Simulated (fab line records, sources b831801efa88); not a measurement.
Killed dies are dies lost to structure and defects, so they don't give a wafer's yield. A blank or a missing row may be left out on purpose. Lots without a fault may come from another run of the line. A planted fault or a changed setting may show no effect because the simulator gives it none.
A struck lot beside a sound one | flow sky130 | 43 steps out of a route of 708
Sound: wafers L713.2, L713.3, L713.6. Struck: wafers L728.2, L728.3, L728.5. The cause comes at the end.
At each step with rows: each side's tool, then ch and its chambers, then its first start. Under that, the readings that differ: sound wafers | struck wafers | difference of the means | sigmas: that difference in standard deviations of wafers without a fault.
alike: readings whose means differ by less than 2 such deviations, and words and numbers that are the same on both sides. not compared: withheld readings, readings that some wafer has no value for, bounds like >300 that may hide the same value, and numbers for which the record gives no deviation and whose values overlap.
The two part at a step that has a row with sigmas, a row that says differs or no value, or rows on one side only. Numbers that don't overlap but have no deviation are shown without sigmas and don't part them. A reading that every wafer of one side lacks parts them only if that side has two wafers or more.

first, 8 steps without rows for these wafers: SKY_METAL2_DEHYDRATE_07 (time 60 s); SKY_METAL2_HMDS_08 (prime time 60 s); SKY_METAL2_COAT_09 (resist thk 60 nm); SKY_METAL2_COAT_10 (resist thk 450 nm); SKY_METAL2_SOFTBAKE_11 (time 90 s); SKY_METAL2_EXPOSE_12 (exposes mask MM2, target cd 140 nm); SKY_METAL2_PEB_13; SKY_METAL2_DEVELOP_14 (develop time 60 s).
SKY_METAL2_CD_MEAS_15: target cd 140 nm.
  sound on cd_sem-01, day 36 20:46; struck on cd_sem-01, day 41 22:44
  alike: cd_nm
SKY_METAL2_OVL_MEAS_16:
  sound on overlay-01, day 36 20:52; struck on overlay-02, day 41 22:50
  alike: METAL2_OVL
then, 1 step without rows for these wafers: SKY_METAL2_DESCUM_17 (chemistry O2, time 8 s).
SKY_METAL2_ETCH_18: etches BARC in N2/H2, stops on SiO2, time 45.9 s, target depth 60 nm.
  sound on rie_metal-02 ch 0,1, day 36 20:56; struck on rie_metal-02 ch 0,1, day 41 22:55
  alike: drypump_motor_current_A, oes_product_au, throttle_valve_pct
  not compared: rf_hours_counter_h
SKY_METAL2_METAL_ETCH_19: etches the open film in Cl2/BCl3, stops on SiO2, target depth 360 nm, time 78 s.
  sound on rie_metal-02 ch 0,1, day 36 20:59; struck on rie_metal-02 ch 0,1, day 41 22:58
  alike: drypump_motor_current_A, oes_product_au, throttle_valve_pct
  not compared: rf_hours_counter_h
SKY_METAL2_STRIP_20: strips in O2/N2.
  sound on plasma_asher-04 ch 0,1, day 36 21:05; struck on plasma_asher-01 ch 0,1, day 41 23:04
  alike: drypump_motor_current_A, o2_flow_sccm, oes_product_au, strip_time_to_endpoint_s
  not compared: rf_hours_counter_h
then, 4 steps without rows for these wafers: SKY_METAL2_STRIP_21 (strips in post etch residue remover, time 1200 s); SKY_METAL2_CLEAN_22 (cleans in IPA, time 180 s); SKY_METAL2_CLEAN_23 (cleans in O3/DIW); SKY_VIA2_HDPCVD_00 (deposits SiO2, target thk 1180 nm, time 196.7 s).
SKY_VIA2_THK_MEAS_01:
  sound on film_metro-02, day 36 21:49; struck on film_metro-04, day 42 00:13
  alike: VIA2_HDPCVD_THK
then, 1 step without rows for these wafers: SKY_VIA2_CMP_02 (polishes SiO2).
SKY_VIA2_BOW_MEAS_03:
  sound on film_metro-03, day 36 22:11; struck on film_metro-04, day 42 00:35
  alike: VIA2_BOW
then, 8 steps without rows for these wafers: SKY_VIA2_DEHYDRATE_04 (time 60 s); SKY_VIA2_HMDS_05 (prime time 60 s); SKY_VIA2_COAT_06 (resist thk 60 nm); SKY_VIA2_COAT_07 (resist thk 450 nm); SKY_VIA2_SOFTBAKE_08 (time 90 s); SKY_VIA2_EXPOSE_09 (exposes mask VIM2, target cd 200 nm); SKY_VIA2_PEB_10; SKY_VIA2_DEVELOP_11 (develop time 60 s).
SKY_VIA2_CD_MEAS_12: target cd 200 nm.
  sound on cd_sem-01, day 37 23:25; struck on cd_sem-02, day 43 00:04
  alike: cd_nm
SKY_VIA2_OVL_MEAS_13:
  sound on overlay-02, day 37 23:31; struck on overlay-01, day 43 00:10
  alike: VIA2_OVL
SKY_VIA2_ETCH_14: etches BARC in N2/H2, stops on SiO2, time 45.9 s, target depth 60 nm.
  sound on rie_diel-04 ch 0,3, day 37 23:33; struck on rie_diel-03 ch 2,3, day 43 00:12
  alike: drypump_motor_current_A, oes_product_au, throttle_valve_pct
  not compared: rf_hours_counter_h
then, 5 steps without rows for these wafers: SKY_VIA2_ETCH_15 (etches SiO2 in C4F8/O2/Ar, stops on TiN, target depth 546 nm, time 84 s); SKY_VIA2_STRIP_16 (strips in O2/N2); SKY_VIA2_STRIP_17 (strips in post etch residue remover, time 1200 s); SKY_VIA2_CLEAN_18 (cleans in IPA, time 180 s); SKY_VIA2_CLEAN_19 (cleans in O3/DIW).
SKY_VIA2_SPUTTER_20: material TiN, target thk 20 nm, time 80 s.
  sound on pvd_sputter-03, day 38 00:15; struck on pvd_sputter-04, day 43 01:24
  alike: throttle_valve_pct
SKY_VIA2_CVD_21: deposits W, target thk 420 nm, time 126.4 s.
  sound on cvd_w-01 ch 1, day 38 00:19; struck on cvd_w-02 ch 0,1, day 43 01:29
  alike: heater_power_w
SKY_VIA2_RS_MEAS_22: measures by four-point-probe.
  sound on film_metro-02, day 38 00:28; struck on film_metro-02, day 43 01:38
  alike: VIA2_W_RS
SKY_VIA2_THK_MEAS_23: measures by xrf.
  sound on film_metro-02, day 38 00:34; struck on film_metro-02, day 43 01:45
  alike: VIA2_W_THK
then, 1 step without rows for these wafers: SKY_VIA2_CMP_24 (polishes, stops on SiO2, t overpolish 20 s, target thk 0 nm).
-- the record jumps here: 8 days lie between the struck wafers' starts before and after (it left off in module VIA2 and takes up again in module PAD_OPEN, whose first step shown is number 708 of the route) --
SKY_PAD_OPEN_PROBE_99:
  sound on prober-02, day 47 06:13; struck on prober-01, day 50 22:25
  reading                               | sound              | struck            | difference | sigmas
  defect_limited_yield (%)              | 85.0 83.7 81.3     | 73.4 73.6 73.8    | -9.7       | -5
  killed_at_M0_to_M3                    | 48 39 48           | 88 96 89          | +46        | +6
  killed_dies                           | 74 80 92           | 131 130 129       | +48        | +5
  sort_bin_3_pad_short (%)              | 1.0 0.8 0.4        | 2.4 4.3 2.6       | +2.4       | +5
  sort_bin_5_function (%)               | 8.7 10.2 11.2      | 16.5 15.2 16.7    | +6.1       | +4
  sort_n_pass                           | 418 412 400        | 361 362 363       | -48        | -5
  sort_yield_pct (%)                    | 85.0 83.7 81.3     | 73.4 73.6 73.8    | -9.7       | -5
  model.etest.tester.sort_n_pass        | 418 412 400        | 361 362 363       | -48        |
  model.etest.tester.sort_yield_pct (%) | 84.96 83.74 81.3   | 73.37 73.58 73.78 | -9.76      |
  model.etest.tester.sort_bin_5_pct (%) | 8.74 10.16 11.18   | 16.46 15.24 16.67 | +6.10      |
  model.etest.tester.sort_bin_3_pct (%) | 1.016 0.813 0.4065 | 2.439 4.268 2.642 | +2.371     |
  alike: killed_at_M4_up, killed_at_contacts, killed_at_front_end, killed_at_other, killed_open, killed_short, sort_bin_6_memory

WHERE THEY PART
Only at SKY_PAD_OPEN_PROBE_99, within this record.

WHY: what the simulator had put in
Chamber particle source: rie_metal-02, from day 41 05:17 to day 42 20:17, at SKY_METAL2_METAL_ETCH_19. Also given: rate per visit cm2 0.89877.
